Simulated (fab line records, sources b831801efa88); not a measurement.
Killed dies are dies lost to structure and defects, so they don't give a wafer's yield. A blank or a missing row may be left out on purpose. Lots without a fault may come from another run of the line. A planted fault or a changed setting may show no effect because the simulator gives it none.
Chamber matching | flow sky130 | SKY_VIA3_ETCH_14 on rie_diel-02: 4 sister chambers
The step etches BARC in N2/H2, stops on SiO2, time 45.9 s, target depth 60 nm. 8 wafers are shown with their chamber, then 10 later ones without.

WAFERS WITH THEIR CHAMBER
wafer  | chamber | throttle_valve_pct (%) | oes_product_au (a.u.)
L080.3 | 1       | 13.226                 | 0.856
L081.2 | 1       | 13.223                 | 0.853
L081.3 | 0       | 13.218                 | 0.864
L085.1 | 3       | 13.214                 | 0.853
L085.4 | 2       | 13.218                 | 0.853
L085.6 | 0       | 13.229                 | 0.855
L086.1 | 2       | 13.219                 | 0.852
L086.2 | 3       | 13.201                 | 0.854

WAFERS WITHOUT THEIR CHAMBER
wafer  | throttle_valve_pct (%) | oes_product_au (a.u.)
L086.6 | 13.235                 | 0.848
L090.1 | 13.219                 | 0.852
L090.3 | 13.245                 | 0.855
L090.5 | 13.227                 | 0.855
L096.1 | 13.227                 | 0.854
L096.2 | 13.218                 | 0.859
L096.3 | 13.230                 | 0.850
L097.1 | 13.225                 | 0.861
L097.2 | 13.217                 | 0.854
L097.5 | 13.237                 | 0.864

WHICH CHAMBER EACH WENT THROUGH
wafer  | from the rows above               | in truth
L086.6 | can't be placed: 1 or 2 or 0      | 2
L090.1 | can't be placed: 2 or 1 or 3      | 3
L090.3 | can't be placed: 1 or 0 or 2      | 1
L090.5 | can't be placed: 1 or 0 or 2      | 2
L096.1 | can't be placed: 1 or 2 or 0      | 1
L096.2 | can't be placed: 0 or 1 or 2 or 3 | 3
L096.3 | can't be placed: 1 or 2 or 0      | 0
L097.1 | can't be placed: 0 or 1           | 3
L097.2 | can't be placed: 2 or 1 or 3 or 0 | 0
L097.5 | can't be placed: 0 or 1 or 2      | 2
Placed correctly: 0 of 10. Can't be placed from these rows: 10 (the true chamber is among the candidates in 9). Placed wrongly: 0.
How it was worked out, from the rows above alone: a wafer's distance from a chamber is the root of the sum, over the readings, of the square of ((its reading less the chamber's mean) divided by the reading's scatter). The wafer belongs to the nearest chamber; if the next one is less than 2 further off, it can't be placed. A chamber's mean is the mean of its shown wafers. The scatter: the root of (the sum of the squares of (reading less its chamber's mean) over the shown wafers, divided by (wafers less chambers)).
